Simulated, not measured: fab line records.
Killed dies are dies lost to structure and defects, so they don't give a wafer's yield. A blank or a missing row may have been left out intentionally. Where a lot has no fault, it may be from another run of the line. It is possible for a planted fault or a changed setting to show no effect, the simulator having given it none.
fab line records ; flow gf180mcu ; part 1 of 2: steps 1 to 25 of 36
record lots=5; wafers=15; last-day=34
route steps=602 shown CONTACT@301 M1@315 V1@335
lots with no fault: from the same line, run without faults
start-h: start of the lot's first displayed wafer, in hours after the record's first day ; wait-h: how many hours have passed since the lot's step before this one ; " identical to the entry in the row above ; L1.1+2: a single row standing in for several wafers ; - either no value or no given start ; * or withheld: withheld ; < > ~ a bound
route shown NAME@n: a module of which the file shows steps, and the number in the route of the first ; usual: mean/standard deviation taken from wafers without a fault ; same: alike in all rows ; chamber/n: place in a boat ; sites: the reading at each site ; _std_site: standard deviation across them ; _edge_site: the outer-site mean with the inner-site mean subtracted ; radius-mm: for every site, how far away it sits from the centre of the wafer ; mask NAME#n: copy n ; behind: the tool/chamber that last shaped the wafer ; hold: cause of the lot's hold/its duration in hours/its outcome ; device: names the non-switching transistor (n, p or np) ; end of line: the tests these same wafers got at the end of their route ; step lacking rows: just its recipe ; killed: dies that structure and defects cost at the first sort, which is not the same as the wafer's yield ; map: a wafer's dies, x killed, . not, _ none there
set.NAME: the setting as run; set.NAME@STEP: as run at that earlier step ; model.NAME: the simulator's own value behind a step, which no gauge read
certain route steps with their lots: each step a table, each wafer a row
services: the hour from which a tool's chamber was out of use, counted from the record's first day as start-h (under 0 if before that day), plus the number of hours and why
## steps
# step GF_CONTACT_CD_MEAS_14
# recipe target-cd-nm=220
# usual cd-nm=220.3/1.5
lot.wafer;tool;chamber;start-h;wait-h;cd-nm
L075.2;cd-sem-01;-;373.51;0.1;217.4
L075.5;cd-sem-01;-;373.51;0.1;219.5
L075.6;cd-sem-01;-;373.51;0.1;220.0
L078.2;cd-sem-01;-;399.19;0.1;221.7
L078.4;cd-sem-01;-;399.19;0.1;221.7
L078.5;cd-sem-01;-;399.19;0.1;220.8
L087.3;cd-sem-01;-;479.69;0.1;218.2
L087.4;cd-sem-01;-;479.69;0.1;218.7
L087.5;cd-sem-01;-;479.69;0.1;215.9
L096.2;cd-sem-01;-;551.40;0.1;221.0
L096.5;cd-sem-01;-;551.40;0.1;220.6
L096.6;cd-sem-01;-;551.40;0.1;222.8
L097.2;cd-sem-02;-;558.36;0.1;222.2
L097.3;cd-sem-02;-;558.36;0.1;221.2
L097.4;cd-sem-02;-;558.36;0.1;222.5
# step GF_CONTACT_OVL_MEAS_15
# usual CONTACT_OVL=3/5.1
lot.wafer;tool;chamber;start-h;wait-h;CONTACT_OVL[nm]
L075.2;overlay-01;-;373.61;0.1;10
L075.5;overlay-01;-;373.61;0.1;-2
L075.6;overlay-01;-;373.61;0.1;5
L078.2;overlay-01;-;399.29;0.1;3
L078.4;overlay-01;-;399.29;0.1;-5
L078.5;overlay-01;-;399.29;0.1;11
L087.3;overlay-02;-;479.78;0.1;8
L087.4;overlay-02;-;479.78;0.1;9
L087.5;overlay-02;-;479.78;0.1;6
L096.2;overlay-02;-;551.51;0.1;6
L096.5;overlay-02;-;551.51;0.1;6
L096.6;overlay-02;-;551.51;0.1;3
L097.2;overlay-02;-;558.47;0.1;1
L097.3;overlay-02;-;558.47;0.1;-6
L097.4;overlay-02;-;558.47;0.1;8
# step GF_CONTACT_ETCH_16
# recipe chemistry=N2/H2; target-depth-a=withheld; overetch-a=withheld; time-s=withheld; target=BARC; ion-energy-ev=200; source-w=500; bias-w=100; pressure-mtorr=30; n2-flow-sccm=100; h2-flow-sccm=200
# usual drypump-motor-current-A=5.7/0.4; oes-product-au=0.855/0.0049; throttle-valve-pct=13.226/0.0089
lot.wafer;tool;chamber;start-h;wait-h;drypump-motor-current-A;oes-product-au;throttle-valve-pct
L075.2;rie-diel-03;0;373.64;0.0;6.1;0.848;13.232
L075.5;rie-diel-03;3;373.64;0.0;5.6;0.868;13.245
L075.6;rie-diel-03;0;373.64;0.0;6.1;0.855;13.218
L078.2;rie-diel-03;1;399.32;0.0;5.7;0.859;13.215
L078.4;rie-diel-03;3;399.32;0.0;5.6;0.850;13.229
L078.5;rie-diel-03;2;399.32;0.0;6.5;0.859;13.243
L087.3;rie-diel-01;2;479.80;0.0;6.0;0.858;13.227
L087.4;rie-diel-01;3;479.80;0.0;5.7;0.849;13.218
L087.5;rie-diel-01;2;479.80;0.0;6.0;0.846;13.229
L096.2;rie-diel-03;0;551.54;0.0;6.1;0.852;13.206
L096.5;rie-diel-03;3;551.54;0.0;5.6;0.850;13.235
L096.6;rie-diel-03;0;551.54;0.0;6.1;0.862;13.219
L097.2;rie-diel-03;2;558.50;0.0;6.4;0.849;13.229
L097.3;rie-diel-03;0;558.50;0.0;6.1;0.854;13.222
L097.4;rie-diel-03;1;558.50;0.0;5.6;0.860;13.234
# step GF_CONTACT_ETCH_17
# recipe chemistry=C4F8/O2/Ar; mask-material=KrF; target=SiO2; stop-on=CoSi2; source-w=1500; bias-w=1200; pressure-mtorr=40; c4f8-flow-sccm=withheld; O2_flow_sccm=6; Ar_flow_sccm=300; time-s=withheld; target-depth-a=8600
# usual oes-product-au=0.814/0.0052
lot.wafer;tool;chamber;start-h;wait-h;oes-product-au
L075.2;rie-diel-03;0;-;-;0.811
L075.5;rie-diel-03;3;-;-;0.819
L075.6;rie-diel-03;0;-;-;0.807
L078.2;rie-diel-03;1;-;-;0.808
L078.4;rie-diel-03;3;-;-;0.815
L078.5;rie-diel-03;2;-;-;0.814
L087.3;rie-diel-01;2;-;-;0.822
L087.4;rie-diel-01;3;-;-;0.808
L087.5;rie-diel-01;2;-;-;0.814
L096.2;rie-diel-03;0;-;-;0.808
L096.5;rie-diel-03;3;-;-;0.818
L096.6;rie-diel-03;0;-;-;0.823
L097.2;rie-diel-03;2;-;-;0.808
L097.3;rie-diel-03;0;-;-;0.805
L097.4;rie-diel-03;1;-;-;0.807
# step GF_CONTACT_STRIP_18
# recipe chemistry=O2/N2; power-w=1400; pressure-mtorr=1500; platen-temp-c=250; o2-flow-sccm=3000; n2-flow-sccm=300; overash-fraction=0.5
# usual drypump-motor-current-A=5.8/0.43; heater-power-w=327/44; oes-product-au=0.579/0.0049
lot.wafer;tool;chamber;start-h;wait-h;drypump-motor-current-A;heater-power-w;oes-product-au;rf-hours-counter-h
L075.2;plasma-asher-04;1;373.80;-;5.0;334;0.577;74
L075.5;plasma-asher-04;0;373.80;-;6.2;304;0.577;-
L075.6;plasma-asher-04;1;373.80;-;5.0;335;0.585;-
L078.2;plasma-asher-03;0;399.49;-;5.8;261;0.588;75
L078.4;plasma-asher-03;1;399.49;-;6.1;323;0.576;-
L078.5;plasma-asher-03;1;399.49;-;6.1;321;0.579;-
L087.3;plasma-asher-01;0;480.00;-;5.9;406;0.579;-
L087.4;plasma-asher-01;1;480.00;-;6.0;309;0.585;-
L087.5;plasma-asher-01;1;480.00;-;6.0;310;0.583;-
L096.2;plasma-asher-04;1;551.70;-;5.0;329;0.584;13
L096.5;plasma-asher-04;1;551.70;-;5.0;336;0.568;-
L096.6;plasma-asher-04;0;551.70;-;6.3;325;0.574;-
L097.2;plasma-asher-03;0;558.66;-;5.7;265;0.577;94
L097.3;plasma-asher-03;0;558.66;-;5.8;260;0.584;-
L097.4;plasma-asher-03;1;558.66;-;6.1;327;0.579;-
# step GF_CONTACT_CLEAN_19
# recipe chemistry=SPM
lot.wafer;tool;chamber;start-h;wait-h
L075.2+5+6;wet-bench-03;1;373.90;0.1
L078.2+4+5;wet-bench-01;0;399.59;0.1
L087.3+4+5;wet-bench-02;2;480.06;0.0
L096.2+5+6;wet-bench-01;0;551.80;0.1
L097.2+3+4;wet-bench-02;3;558.76;0.1
# step GF_CONTACT_CLEAN_20
# recipe chemistry=DIW
lot.wafer;tool;chamber;start-h;wait-h
L075.2+5+6;wet-bench-02;0;374.00;0.0
L078.2+4+5;wet-bench-03;0;399.70;0.0
L087.3+4+5;wet-bench-01;1;480.16;0.0
L096.2+5+6;wet-bench-03;1;551.89;0.0
L097.2+3+4;wet-bench-01;3;558.86;0.0
# step GF_CONTACT_CLEAN_21
# recipe chemistry=dHF; time-s=20; dilution=100:1; dry=ipa-marangoni
lot.wafer;tool;chamber;start-h;wait-h
L075.2+5+6;wet-bench-03;3;374.10;0.0
L078.2+4+5;wet-bench-01;2;399.79;0.0
L087.3+4+5;wet-bench-02;3;480.25;0.0
L096.2+5+6;wet-bench-02;0;551.98;0.0
L097.2+3+4;wet-bench-03;3;558.95;0.0
# step GF_CONTACT_SPUTTER_22
# recipe material=Ti; target-thk-nm=15; chamber-pressure-pa=5; power-w=2500; substrate-temp-c=200; time-s=80.02
# usual chamber-pressure-pa=5.000/0.01; throttle-valve-pct=30.3/0.94
lot.wafer;tool;chamber;start-h;wait-h;chamber-pressure-pa;throttle-valve-pct
L075.2;pvd-sputter-03;-;374.11;0.0;4.995;30.6
L075.5;pvd-sputter-03;-;374.11;0.0;4.990;30.8
L075.6;pvd-sputter-03;-;374.11;0.0;4.986;28.8
L078.2;pvd-sputter-02;-;399.80;0.0;5.022;29.8
L078.4;pvd-sputter-02;-;399.80;0.0;4.991;31.4
L078.5;pvd-sputter-02;-;399.80;0.0;4.993;31.4
L087.3;pvd-sputter-02;-;480.26;0.0;4.995;29.9
L087.4;pvd-sputter-02;-;480.26;0.0;4.991;31.8
L087.5;pvd-sputter-02;-;480.26;0.0;4.989;31.4
L096.2;pvd-sputter-01;-;552.00;0.0;5.006;29.1
L096.5;pvd-sputter-01;-;552.00;0.0;5.003;29.1
L096.6;pvd-sputter-01;-;552.00;0.0;5.000;30.0
L097.2;pvd-sputter-02;-;558.96;0.0;4.980;31.4
L097.3;pvd-sputter-02;-;558.96;0.0;5.031;30.3
L097.4;pvd-sputter-02;-;558.96;0.0;5.008;29.8
# step GF_CONTACT_SPUTTER_23
# recipe material=TiN; target-thk-nm=10; chamber-pressure-pa=5; power-w=4000; time-s=40
# usual chamber-pressure-pa=5.000/0.01; throttle-valve-pct=30.3/0.93
lot.wafer;tool;chamber;start-h;wait-h;chamber-pressure-pa;throttle-valve-pct
L075.2;pvd-sputter-03;-;374.17;0.0;5.005;30.4
L075.5;pvd-sputter-03;-;374.17;0.0;5.012;30.6
L075.6;pvd-sputter-03;-;374.17;0.0;5.008;28.7
L078.2;pvd-sputter-02;-;399.86;0.0;5.013;30.1
L078.4;pvd-sputter-02;-;399.86;0.0;4.997;31.5
L078.5;pvd-sputter-02;-;399.86;0.0;5.002;31.4
L087.3;pvd-sputter-02;-;480.32;0.0;5.005;29.8
L087.4;pvd-sputter-02;-;480.32;0.0;5.001;31.7
L087.5;pvd-sputter-02;-;480.32;0.0;4.982;31.3
L096.2;pvd-sputter-01;-;552.06;0.0;5.003;29.2
L096.5;pvd-sputter-01;-;552.06;0.0;5.009;29.2
L096.6;pvd-sputter-01;-;552.06;0.0;4.988;29.8
L097.2;pvd-sputter-02;-;559.02;0.0;4.999;31.3
L097.3;pvd-sputter-02;-;559.02;0.0;4.985;30.1
L097.4;pvd-sputter-02;-;559.02;0.0;4.988;29.8
# step GF_CONTACT_CVD_24
# recipe material=W; target-thk-nm=300; time-s=90.339; temp-c=400; pressure-torr=40
# usual heater-power-w=827/82
lot.wafer;tool;chamber;start-h;wait-h;heater-power-w
L075.2;cvd-w-02;1;374.21;0.0;772
L075.5;cvd-w-02;1;374.21;0.0;753
L075.6;cvd-w-02;0;374.21;0.0;998
L078.2;cvd-w-01;0;403.47;3.6;809
L078.4;cvd-w-01;0;403.47;3.6;812
L078.5;cvd-w-01;0;403.47;3.6;813
L087.3;cvd-w-01;1;480.40;0.1;801
L087.4;cvd-w-01;0;480.40;0.1;817
L087.5;cvd-w-01;0;480.40;0.1;819
L096.2;cvd-w-01;0;552.10;0.0;792
L096.5;cvd-w-01;0;552.10;0.0;840
L096.6;cvd-w-01;1;552.10;0.0;811
L097.2;cvd-w-01;0;559.06;0.0;845
L097.3;cvd-w-01;1;559.06;0.0;799
L097.4;cvd-w-01;0;559.06;0.0;828
# step GF_CONTACT_RS_MEAS_25
# recipe thk-meas-gauge=four-point-probe; reads=W_of_CONTACT_CVD_24+TiN_of_CONTACT_SPUTTER_23+Ti_of_CONTACT_SPUTTER_22
# usual CONTACT_W_RS=0.386/0.0035
lot.wafer;tool;chamber;start-h;wait-h;CONTACT_W_RS[ohm/sq]
L075.2;film-metro-02;-;374.33;0.1;0.388
L075.5;film-metro-02;-;374.33;0.1;0.385
L075.6;film-metro-02;-;374.33;0.1;0.380
L078.2;film-metro-02;-;403.59;0.1;0.390
L078.4;film-metro-02;-;403.59;0.1;0.391
L078.5;film-metro-02;-;403.59;0.1;0.389
L087.3;film-metro-02;-;480.50;0.1;0.389
L087.4;film-metro-02;-;480.50;0.1;0.394
L087.5;film-metro-02;-;480.50;0.1;0.390
L096.2;film-metro-04;-;552.22;0.1;0.393
L096.5;film-metro-04;-;552.22;0.1;0.394
L096.6;film-metro-04;-;552.22;0.1;0.391
L097.2;film-metro-01;-;559.18;0.1;0.394
L097.3;film-metro-01;-;559.18;0.1;0.387
L097.4;film-metro-01;-;559.18;0.1;0.388
# step GF_CONTACT_THK_MEAS_26
# recipe thk-meas-gauge=xrf; reads=W_of_CONTACT_CVD_24
# usual CONTACT_W_THK=286/3
lot.wafer;tool;chamber;start-h;wait-h;CONTACT_W_THK[nm]
L075.2;film-metro-02;-;374.44;0.1;285
L075.5;film-metro-02;-;374.44;0.1;287
L075.6;film-metro-02;-;374.44;0.1;289
L078.2;film-metro-02;-;403.70;0.1;285
L078.4;film-metro-02;-;403.70;0.1;284
L078.5;film-metro-02;-;403.70;0.1;284
L087.3;film-metro-02;-;480.60;0.1;285
L087.4;film-metro-02;-;480.60;0.1;281
L087.5;film-metro-02;-;480.60;0.1;282
L096.2;film-metro-04;-;552.33;0.1;280
L096.5;film-metro-04;-;552.33;0.1;279
L096.6;film-metro-04;-;552.33;0.1;281
L097.2;film-metro-01;-;559.29;0.1;280
L097.3;film-metro-01;-;559.29;0.1;286
L097.4;film-metro-01;-;559.29;0.1;283
# step GF_CONTACT_CMP_27
# recipe stop-on=SiO2; down-force-psi=3.5; platen-rpm=60; t-overpolish-s=15; target-thk-nm=0; pad-velocity-m-s=0.94248
# usual head-pressure-psi=3.500/0.008; motor-current-A=10.7/0.87; overpolish-run-s=15.000/0.0094; time-to-endpoint-s=72/3.4
lot.wafer;tool;chamber;start-h;wait-h;head-pressure-psi;motor-current-A;overpolish-run-s;time-to-endpoint-s
L075.2;cmp-01;3;374.54;0.1;3.491;13.1;15.003;75
L075.5;cmp-01;2;374.54;0.1;3.498;9.4;15.009;76
L075.6;cmp-01;3;374.54;0.1;3.494;12.7;15.007;78
L078.2;cmp-02;1;403.85;0.1;3.513;10.8;15.004;79
L078.4;cmp-02;2;403.85;0.1;3.495;10.4;14.992;76
L078.5;cmp-02;0;403.85;0.1;3.519;10.0;14.996;78
L087.3;cmp-02;2;480.69;0.1;3.491;11.0;15.004;73
L087.4;cmp-02;0;480.69;0.1;3.508;11.2;15.002;71
L087.5;cmp-02;2;480.69;0.1;3.495;10.4;14.999;72
L096.2;cmp-02;3;552.43;0.1;3.495;10.1;14.991;65
L096.5;cmp-02;2;552.43;0.1;3.491;10.2;15.002;74
L096.6;cmp-02;3;552.43;0.1;3.506;9.7;15.005;66
L097.4;cmp-02;2;559.39;0.1;3.512;11.0;14.993;73
L097.2;cmp-02;3;559.39;0.1;3.500;10.1;15.016;64
L097.3;cmp-02;0;559.39;0.1;3.492;10.3;15.016;68
# step GF_M1_SPUTTER_00
# recipe material=Ti; target-thk-nm=37.5; arriving-ion-energy-ev=80; substrate-temp-c=200; chamber-pressure-pa=2; power-w=4000; time-s=150
# usual chamber-pressure-pa=2.000/0.0039; throttle-valve-pct=29.9/1.4
lot.wafer;tool;chamber;start-h;wait-h;chamber-pressure-pa;throttle-valve-pct
L075.2;pvd-sputter-04;-;374.79;0.2;2.001;30.4
L075.5;pvd-sputter-04;-;374.79;0.2;2.000;30.7
L075.6;pvd-sputter-04;-;374.79;0.2;2.001;29.7
L078.2;pvd-sputter-04;-;404.05;0.1;2.002;30.6
L078.4;pvd-sputter-04;-;404.05;0.1;2.004;30.8
L078.5;pvd-sputter-04;-;404.05;0.1;2.002;30.6
L087.3;pvd-sputter-04;-;480.94;0.2;2.003;29.6
L087.4;pvd-sputter-04;-;480.94;0.2;1.999;27.3
L087.5;pvd-sputter-04;-;480.94;0.2;1.994;30.7
L096.2;pvd-sputter-02;-;552.68;0.2;1.997;30.2
L096.5;pvd-sputter-02;-;552.68;0.2;2.001;29.7
L096.6;pvd-sputter-02;-;552.68;0.2;2.005;31.9
L097.2;pvd-sputter-04;-;559.64;0.1;2.008;30.6
L097.3;pvd-sputter-04;-;559.64;0.1;2.003;29.7
L097.4;pvd-sputter-04;-;559.64;0.1;1.997;30.8
# step GF_M1_SPUTTER_01
# recipe material=TiN; target-thk-nm=30; power-w=6500; time-s=25; chamber-pressure-pa=0.4
# usual chamber-pressure-pa=0.4002/0.00081; throttle-valve-pct=29.9/1.4
lot.wafer;tool;chamber;start-h;wait-h;chamber-pressure-pa;throttle-valve-pct
L075.2;pvd-sputter-04;-;374.89;0.1;0.4002;30.5
L075.5;pvd-sputter-04;-;374.89;0.1;0.4005;30.7
L075.6;pvd-sputter-04;-;374.89;0.1;0.4000;29.7
L078.2;pvd-sputter-04;-;404.15;0.1;0.4011;30.4
L078.4;pvd-sputter-04;-;404.15;0.1;0.4004;30.5
L078.5;pvd-sputter-04;-;404.15;0.1;0.4007;30.5
L087.3;pvd-sputter-04;-;481.04;0.1;0.3994;29.5
L087.4;pvd-sputter-04;-;481.04;0.1;0.4014;27.3
L087.5;pvd-sputter-04;-;481.04;0.1;0.4024;30.7
L096.2;pvd-sputter-02;-;552.78;0.1;0.4018;30.1
L096.5;pvd-sputter-02;-;552.78;0.1;0.4000;29.9
L096.6;pvd-sputter-02;-;552.78;0.1;0.4006;31.8
L097.2;pvd-sputter-04;-;559.74;0.1;0.4000;30.6
L097.3;pvd-sputter-04;-;559.74;0.1;0.3987;29.5
L097.4;pvd-sputter-04;-;559.74;0.1;0.3979;30.6
# step GF_M1_SPUTTER_02
# recipe material=AlCu; target-thk-nm=450; power-w=10600; time-s=23.9; chamber-pressure-pa=0.4
# usual chamber-pressure-pa=0.4001/0.00084; throttle-valve-pct=29.9/1.4
lot.wafer;tool;chamber;start-h;wait-h;chamber-pressure-pa;throttle-valve-pct
L075.2;pvd-sputter-04;-;374.92;0.0;0.4006;30.4
L075.5;pvd-sputter-04;-;374.92;0.0;0.3991;30.4
L075.6;pvd-sputter-04;-;374.92;0.0;0.4010;29.5
L078.2;pvd-sputter-04;-;404.18;0.0;0.3998;30.6
L078.4;pvd-sputter-04;-;404.18;0.0;0.4025;30.5
L078.5;pvd-sputter-04;-;404.18;0.0;0.3993;30.8
L087.3;pvd-sputter-04;-;481.07;0.0;0.4011;29.5
L087.4;pvd-sputter-04;-;481.07;0.0;0.3995;27.4
L087.5;pvd-sputter-04;-;481.07;0.0;0.4001;30.8
L096.2;pvd-sputter-02;-;552.81;0.0;0.4012;30.2
L096.5;pvd-sputter-02;-;552.81;0.0;0.4005;29.6
L096.6;pvd-sputter-02;-;552.81;0.0;0.3989;31.9
L097.2;pvd-sputter-04;-;559.77;0.0;0.4004;30.9
L097.3;pvd-sputter-04;-;559.77;0.0;0.3997;29.4
L097.4;pvd-sputter-04;-;559.77;0.0;0.4007;30.8
# step GF_M1_SPUTTER_03
# recipe material=Ti; target-thk-nm=10; substrate-temp-c=300; chamber-pressure-pa=0.3; power-w=3000; time-s=6.7
# usual chamber-pressure-pa=0.3000/0.00064; throttle-valve-pct=29.9/1.4
lot.wafer;tool;chamber;start-h;wait-h;chamber-pressure-pa;throttle-valve-pct
L075.2;pvd-sputter-04;-;374.95;0.0;0.2987;30.8
L075.5;pvd-sputter-04;-;374.95;0.0;0.2989;30.5
L075.6;pvd-sputter-04;-;374.95;0.0;0.3007;29.3
L078.2;pvd-sputter-04;-;404.21;0.0;0.2998;30.6
L078.4;pvd-sputter-04;-;404.21;0.0;0.3004;30.8
L078.5;pvd-sputter-04;-;404.21;0.0;0.3003;30.6
L087.3;pvd-sputter-04;-;481.10;0.0;0.2997;29.5
L087.4;pvd-sputter-04;-;481.10;0.0;0.2993;27.6
L087.5;pvd-sputter-04;-;481.10;0.0;0.2999;30.7
L096.2;pvd-sputter-02;-;552.84;0.0;0.2998;30.0
L096.5;pvd-sputter-02;-;552.84;0.0;0.2999;29.9
L096.6;pvd-sputter-02;-;552.84;0.0;0.2998;31.7
L097.2;pvd-sputter-04;-;559.80;0.0;0.3000;30.6
L097.3;pvd-sputter-04;-;559.80;0.0;0.3002;29.7
L097.4;pvd-sputter-04;-;559.80;0.0;0.2994;30.5
# step GF_M1_SPUTTER_04
# recipe material=TiN; target-thk-nm=50; power-w=6367; time-s=41.7; chamber-pressure-pa=0.4
# usual chamber-pressure-pa=0.4000/0.00076; throttle-valve-pct=29.9/1.4
lot.wafer;tool;chamber;start-h;wait-h;chamber-pressure-pa;throttle-valve-pct
L075.2;pvd-sputter-04;-;374.97;0.0;0.4000;30.7
L075.5;pvd-sputter-04;-;374.97;0.0;0.3999;30.6
L075.6;pvd-sputter-04;-;374.97;0.0;0.3985;29.7
L078.2;pvd-sputter-04;-;404.23;0.0;0.4001;30.7
L078.4;pvd-sputter-04;-;404.23;0.0;0.4009;30.6
L078.5;pvd-sputter-04;-;404.23;0.0;0.4006;30.7
L087.3;pvd-sputter-04;-;481.12;0.0;0.3999;29.3
L087.4;pvd-sputter-04;-;481.12;0.0;0.4007;27.5
L087.5;pvd-sputter-04;-;481.12;0.0;0.3985;30.8
L096.2;pvd-sputter-02;-;552.86;0.0;0.3992;30.0
L096.5;pvd-sputter-02;-;552.86;0.0;0.3999;29.8
L096.6;pvd-sputter-02;-;552.86;0.0;0.3991;31.9
L097.2;pvd-sputter-04;-;559.82;0.0;0.3991;30.8
L097.3;pvd-sputter-04;-;559.82;0.0;0.3993;29.3
L097.4;pvd-sputter-04;-;559.82;0.0;0.4008;30.8
# step GF_M1_RS_MEAS_05
# recipe thk-meas-gauge=four-point-probe; reads=TiN_of_M1_SPUTTER_04+Ti_of_M1_SPUTTER_03+AlCu_of_M1_SPUTTER_02+TiN_of_M1_SPUTTER_01+Ti_of_M1_SPUTTER_00
# usual M1_ALCU_RS=0.0697/0.00086
lot.wafer;tool;chamber;start-h;wait-h;M1_ALCU_RS[ohm/sq]
L075.2;film-metro-02;-;375.03;0.0;0.0695
L075.5;film-metro-02;-;375.03;0.0;0.0701
L075.6;film-metro-02;-;375.03;0.0;0.0697
L078.2;film-metro-03;-;404.29;0.0;0.0690
L078.4;film-metro-03;-;404.29;0.0;0.0699
L078.5;film-metro-03;-;404.29;0.0;0.0692
L087.3;film-metro-03;-;481.20;0.1;0.0698
L087.4;film-metro-03;-;481.20;0.1;0.0703
L087.5;film-metro-03;-;481.20;0.1;0.0701
L096.2;film-metro-02;-;552.92;0.0;0.0685
L096.5;film-metro-02;-;552.92;0.0;0.0686
L096.6;film-metro-02;-;552.92;0.0;0.0685
L097.2;film-metro-03;-;559.88;0.0;0.0695
L097.3;film-metro-03;-;559.88;0.0;0.0686
L097.4;film-metro-03;-;559.88;0.0;0.0690
# step GF_M1_THK_MEAS_06
# recipe thk-meas-gauge=xrf; reads=AlCu_of_M1_SPUTTER_02
# usual M1_ALCU_THK=452/5.5
lot.wafer;tool;chamber;start-h;wait-h;M1_ALCU_THK[nm]
L075.2;film-metro-02;-;375.14;0.1;457
L075.5;film-metro-02;-;375.14;0.1;450
L075.6;film-metro-02;-;375.14;0.1;454
L078.2;film-metro-03;-;404.40;0.1;454
L078.4;film-metro-03;-;404.40;0.1;449
L078.5;film-metro-03;-;404.40;0.1;455
L087.3;film-metro-03;-;481.30;0.1;448
L087.4;film-metro-03;-;481.30;0.1;444
L087.5;film-metro-03;-;481.30;0.1;448
L096.2;film-metro-02;-;553.03;0.1;462
L096.5;film-metro-02;-;553.03;0.1;461
L096.6;film-metro-02;-;553.03;0.1;460
L097.2;film-metro-03;-;559.99;0.1;451
L097.3;film-metro-03;-;559.99;0.1;455
L097.4;film-metro-03;-;559.99;0.1;449
# step GF_M1_DEHYDRATE_07
# recipe temp-c=200; time-s=60
# usual heater-power-total-W=160.36/0.11
lot.wafer;tool;chamber;start-h;wait-h;heater-power-total-W
L075.2;litho-track-02;0;385.46;10.3;160.37
L075.5;litho-track-02;0;385.46;10.3;160.33
L075.6;litho-track-02;0;385.46;10.3;160.47
L078.2;litho-track-03;0;414.84;10.4;160.17
L078.4;litho-track-03;0;414.84;10.4;160.37
L078.5;litho-track-03;0;414.84;10.4;160.25
L087.3;litho-track-01;0;491.85;10.5;160.39
L087.4;litho-track-01;0;491.85;10.5;160.18
L087.5;litho-track-01;0;491.85;10.5;160.55
L096.2;litho-track-01;0;563.22;10.2;160.39
L096.5;litho-track-01;0;563.22;10.2;160.39
L096.6;litho-track-01;0;563.22;10.2;160.16
L097.2;litho-track-03;0;570.29;10.3;160.23
L097.3;litho-track-03;0;570.29;10.3;160.23
L097.4;litho-track-03;0;570.29;10.3;160.35
# step GF_M1_HMDS_08
# recipe prime-time-s=60; prime-temp-c=120
# same prime-time-s=60
lot.wafer;tool;chamber;start-h;wait-h
L075.2+5+6;litho-track-02;0;385.61;0.1
L078.2+4+5;litho-track-03;0;414.99;0.1
L087.3+4+5;litho-track-01;0;492.00;0.1
L096.2+5+6;litho-track-01;0;563.37;0.1
L097.2+3+4;litho-track-03;0;570.44;0.1
# step GF_M1_COAT_09
# recipe resist=KrF; spin-rpm=withheld; resist-thk-nm=1000
lot.wafer;tool;chamber;start-h;wait-h
L075.2+5+6;litho-track-02;0;385.76;0.1
L078.2+4+5;litho-track-03;0;415.14;0.1
L087.3+4+5;litho-track-01;0;492.15;0.1
L096.2+5+6;litho-track-01;0;563.52;0.1
L097.2+3+4;litho-track-03;0;570.59;0.1
# step GF_M1_SOFTBAKE_10
# recipe temp-c=130; time-s=60; resist=KrF
# usual heater-power-total-W=93.05/0.061
lot.wafer;tool;chamber;start-h;wait-h;heater-power-total-W
L075.2;litho-track-02;0;385.91;0.1;93.01
L075.5;litho-track-02;0;385.91;0.1;93.05
L075.6;litho-track-02;0;385.91;0.1;93.11
L078.2;litho-track-03;0;415.29;0.1;93.03
L078.4;litho-track-03;0;415.29;0.1;92.90
L078.5;litho-track-03;0;415.29;0.1;93.09
L087.3;litho-track-01;0;492.30;0.1;93.19
L087.4;litho-track-01;0;492.30;0.1;93.11
L087.5;litho-track-01;0;492.30;0.1;92.99
L096.2;litho-track-01;0;563.67;0.1;93.03
L096.5;litho-track-01;0;563.67;0.1;93.08
L096.6;litho-track-01;0;563.67;0.1;93.08
L097.2;litho-track-03;0;570.74;0.1;93.06
L097.3;litho-track-03;0;570.74;0.1;93.12
L097.4;litho-track-03;0;570.74;0.1;93.09
